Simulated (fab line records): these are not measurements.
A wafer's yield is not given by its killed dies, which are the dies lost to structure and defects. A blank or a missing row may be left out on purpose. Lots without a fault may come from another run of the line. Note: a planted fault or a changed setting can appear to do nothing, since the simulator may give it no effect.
What tool caused it?    flow gf180mcu    72 wafers from 24 lots sampled at 5 of the route's 602 steps

== WHAT THE GAUGES SHOWED, per wafer ==
GF_SAB_THK_MEAS_01.
lot   measured      on             SAB_CVD_00_THK (nm)
L074  day 14 12:18  film-metro-02  50.2 50.4 50.9
L075  day 14 15:34  film-metro-01  50.1 49.3 50.6
L076  day 15 01:58  film-metro-01  49.8 49.6 50.7
L077  day 15 07:13  film-metro-01  49.8 50.4 50.3
L078  day 15 14:40  film-metro-04  49.3 49.8 50.0
L079  day 15 23:56  film-metro-01  50.1 49.9 51.0
L080  day 16 07:02  film-metro-01  49.2 49.6 50.2
L081  day 16 21:28  film-metro-01  50.2 51.0 50.5
L082  day 17 07:47  film-metro-02  49.9 49.7 51.4
L083  day 17 13:53  film-metro-01  50.4 50.0 51.3
L084  day 17 19:05  film-metro-01  51.4 50.9 50.7
L085  day 18 05:13  film-metro-04  49.5 49.7 49.9
L086  day 18 14:59  film-metro-02  50.0 49.7 49.8
L087  day 18 17:58  film-metro-04  50.1 49.4 50.4
L088  day 19 10:08  film-metro-01  49.8 49.9 49.8
L089  day 19 17:12  film-metro-04  50.0 50.5 50.3
L090  day 20 05:47  film-metro-04  49.4 50.5 49.8
L091  day 20 07:26  film-metro-04  50.4 50.9 50.4
L092  day 20 15:42  film-metro-04  50.1 50.2 50.3
L093  day 20 21:29  film-metro-02  50.4 50.7 50.5
L094  day 21 07:58  film-metro-01  49.4 49.2 50.1
L095  day 21 14:25  film-metro-04  49.8 50.4 50.3
L096  day 21 23:49  film-metro-02  49.4 49.9 50.0
L097  day 22 04:49  film-metro-02  50.1 50.2 50.4

GF_V2_THK_MEAS_03.
lot   measured      on             V2_CVD_02_THK (nm)
L074  day 19 12:05  film-metro-02  841 857 861
L075  day 19 16:02  film-metro-01  849 846 857
L076  day 20 05:02  film-metro-02  838 845 860
L077  day 20 10:12  film-metro-02  848 829 856
L078  day 20 17:46  film-metro-03  845 838 856
L079  day 21 04:28  film-metro-03  846 843 846
L080  day 21 14:13  film-metro-01  857 884 869
L081  day 22 03:17  film-metro-02  837 848 840
L082  day 22 14:46  film-metro-02  845 849 859
L083  day 22 18:50  film-metro-03  848 838 853
L084  day 23 01:56  film-metro-03  851 849 843
L085  day 23 12:58  film-metro-03  842 835 856
L086  day 23 21:46  film-metro-03  857 846 860
L087  day 24 01:45  film-metro-02  843 837 842
L088  day 24 14:31  film-metro-03  879 866 884
L089  day 24 21:34  film-metro-01  851 852 852
L090  day 25 06:35  film-metro-02  843 843 871
L091  day 25 09:16  film-metro-01  842 862 861
L092  day 25 17:04  film-metro-02  831 847 858
L093  day 25 21:41  film-metro-01  858 864 860
L094  day 26 06:51  film-metro-02  830 842 841
L095  day 26 12:15  film-metro-03  837 853 864
L096  day 26 22:03  film-metro-03  850 870 865
L097  day 27 02:17  film-metro-02  845 857 843

GF_V2_BOW_MEAS_05.
lot   measured      on             V2_BOW (um)
L074  day 19 12:28  film-metro-02  113 92 89
L075  day 19 16:23  film-metro-02  108 96 101
L076  day 20 05:23  film-metro-01  101 102 115
L077  day 20 10:34  film-metro-01  104 105 107
L078  day 20 18:14  film-metro-02  98 106 100
L079  day 21 04:49  film-metro-02  104 100 100
L080  day 21 14:35  film-metro-03  99 96 100
L081  day 22 03:39  film-metro-01  90 92 98
L082  day 22 15:08  film-metro-02  96 107 104
L083  day 22 19:12  film-metro-03  111 117 108
L084  day 23 02:19  film-metro-03  90 114 91
L085  day 23 13:20  film-metro-02  90 95 91
L086  day 23 22:07  film-metro-03  103 104 112
L087  day 24 02:07  film-metro-02  89 101 104
L088  day 24 14:55  film-metro-01  103 98 109
L089  day 24 21:56  film-metro-03  91 98 102
L090  day 25 07:01  film-metro-01  100 114 97
L091  day 25 09:39  film-metro-02  82 85 84
L092  day 25 17:27  film-metro-03  94 91 107
L093  day 25 22:02  film-metro-01  98 110 80
L094  day 26 07:13  film-metro-02  103 94 109
L095  day 26 12:37  film-metro-02  90 91 88
L096  day 26 22:25  film-metro-01  88 96 101
L097  day 27 02:39  film-metro-02  111 111 119

== WHAT TOOL EACH LOT RAN ON (gives the tool, then ch and the chambers of the sampled wafers, and finally the start) ==
lot   GF_V1_STRIP_18                        GF_M2_SPUTTER_02
L074  plasma-asher-02 ch 0,1, day 18 09:28  pvd-sputter-01, day 18 10:47
L075  plasma-asher-04 ch 0,1, day 18 13:11  pvd-sputter-02, day 18 14:34
L076  plasma-asher-01 ch 0,1, day 19 02:02  pvd-sputter-04, day 19 03:23
L077  plasma-asher-04 ch 0,1, day 19 06:59  pvd-sputter-01, day 19 08:20
L078  plasma-asher-02 ch 0,1, day 19 15:16  pvd-sputter-02, day 19 16:48
L079  plasma-asher-01 ch 1, day 20 01:32    pvd-sputter-01, day 20 03:03
L080  plasma-asher-02 ch 0,1, day 20 10:52  pvd-sputter-02, day 20 12:38
L081  plasma-asher-01 ch 0,1, day 21 01:02  pvd-sputter-01, day 21 02:24
L082  plasma-asher-04 ch 0,1, day 21 12:31  pvd-sputter-04, day 21 13:53
L083  plasma-asher-02 ch 0,1, day 21 17:49  pvd-sputter-02, day 21 19:10
L084  plasma-asher-04 ch 0,1, day 21 23:58  pvd-sputter-01, day 22 01:17
L085  plasma-asher-01 ch 0,1, day 22 11:11  pvd-sputter-04, day 22 12:34
L086  plasma-asher-02 ch 0,1, day 22 20:03  pvd-sputter-01, day 22 21:25
L087  plasma-asher-04 ch 1, day 23 00:24    pvd-sputter-01, day 23 01:46
L088  plasma-asher-02 ch 0,1, day 23 13:44  pvd-sputter-01, day 23 15:04
L089  plasma-asher-02 ch 0,1, day 23 20:40  pvd-sputter-02, day 23 22:01
L090  plasma-asher-01 ch 0,1, day 24 06:18  pvd-sputter-01, day 24 07:40
L091  plasma-asher-02 ch 0,1, day 24 10:23  pvd-sputter-01, day 24 11:44
L092  plasma-asher-01 ch 0,1, day 24 16:46  pvd-sputter-01, day 24 18:06
L093  plasma-asher-01 ch 0,1, day 24 21:47  pvd-sputter-01, day 24 23:08
L094  plasma-asher-01 ch 0,1, day 25 07:26  pvd-sputter-02, day 25 08:47
L095  plasma-asher-01 ch 0,1, day 25 12:54  pvd-sputter-01, day 25 14:16
L096  plasma-asher-01 ch 0,1, day 25 22:15  pvd-sputter-01, day 25 23:57
L097  plasma-asher-02 ch 0,1, day 26 02:59  pvd-sputter-01, day 26 04:41
- GF_V1_STRIP_18: strips in O2/N2.
- GF_M2_SPUTTER_02: material AlCu, target thk 450 nm, time 23.9 s.

== WHAT THE TOOLS THEMSELVES READ (means of the sampled wafers that have a number; where no wafer has one, the mark that the record gives instead) ==
GF_V1_STRIP_18.
lot   tool             drypump-motor-current-A (A)  heater-power-w (W)  n2-flow-sccm (sccm)  oes-product-au (a.u.)
L074  plasma-asher-02  5.9                          360                 300.0                0.585
L075  plasma-asher-04  5.1                          322                 300.5                0.584
L076  plasma-asher-01  5.3                          346                 300.5                0.583
L077  plasma-asher-04  5.1                          327                 300.2                0.586
L078  plasma-asher-02  5.9                          362                 299.8                0.589
L079  plasma-asher-01  5.1                          361                 299.9                0.586
L080  plasma-asher-02  5.6                          360                 299.5                0.584
L081  plasma-asher-01  5.2                          354                 299.8                0.583
L082  plasma-asher-04  5.1                          329                 300.2                0.578
L083  plasma-asher-02  5.6                          355                 300.5                0.587
L084  plasma-asher-04  5.4                          332                 299.0                0.588
L085  plasma-asher-01  5.3                          350                 300.1                0.587
L086  plasma-asher-02  5.9                          364                 299.4                0.584
L087  plasma-asher-04  4.9                          324                 299.2                0.585
L088  plasma-asher-02  5.6                          362                 300.2                0.584
L089  plasma-asher-02  5.6                          353                 299.6                0.588
L090  plasma-asher-01  5.3                          356                 300.7                0.591
L091  plasma-asher-02  5.6                          359                 300.0                0.583
L092  plasma-asher-01  5.3                          351                 300.9                0.589
L093  plasma-asher-01  5.3                          343                 300.9                0.586
L094  plasma-asher-01  5.3                          351                 300.3                0.585
L095  plasma-asher-01  5.3                          343                 300.7                0.589
L096  plasma-asher-01  5.3                          345                 299.7                0.580
L097  plasma-asher-02  5.6                          362                 299.7                0.590

GF_M2_SPUTTER_02.
lot   tool            chamber-pressure-pa (Pa)  throttle-valve-pct (%)
L074  pvd-sputter-01  0.4002                    30.9
L075  pvd-sputter-02  0.4014                    30.1
L076  pvd-sputter-04  0.4004                    28.6
L077  pvd-sputter-01  0.3990                    30.0
L078  pvd-sputter-02  0.4005                    30.2
L079  pvd-sputter-01  0.3994                    30.0
L080  pvd-sputter-02  0.4002                    29.8
L081  pvd-sputter-01  0.3994                    31.3
L082  pvd-sputter-04  0.3999                    28.9
L083  pvd-sputter-02  0.4009                    29.4
L084  pvd-sputter-01  0.4002                    30.7
L085  pvd-sputter-04  0.4012                    28.9
L086  pvd-sputter-01  0.4008                    30.5
L087  pvd-sputter-01  0.4006                    30.6
L088  pvd-sputter-01  0.3997                    31.0
L089  pvd-sputter-02  0.3998                    29.8
L090  pvd-sputter-01  0.4002                    30.0
L091  pvd-sputter-01  0.4006                    30.8
L092  pvd-sputter-01  0.4004                    30.6
L093  pvd-sputter-01  0.3993                    30.7
L094  pvd-sputter-02  0.3998                    30.0
L095  pvd-sputter-01  0.4001                    29.8
L096  pvd-sputter-01  0.4005                    31.1
L097  pvd-sputter-01  0.4000                    31.0

== THE ANSWER, worked out from the rows above alone ==
Rule: the usual values come from the lots themselves. The widest of any qualifying gaps counts: lots, ordered by their means at a reading, are off when they make up no more than a third of the lots, leave a main group of 4 or more, and stand apart from it by 3 or more times the standard deviation of that group's means. Not used: any main group whose means are identical at the precision the tables above print for the reading. A lot without any number at a reading at which 4 lots or more have one is off too. The other lots that the step has rows for count as sound. First the gauges in route order, then the tools' own readings, where a lot's mean is used as printed above. The first step at which some lot is off is used, and at that step the reading that is off furthest; a lot without a number counts as furthest.
Nothing can be told from this: no lot is off at any reading shown.

== WHAT WAS PUT IN BY THE SIMULATOR ==
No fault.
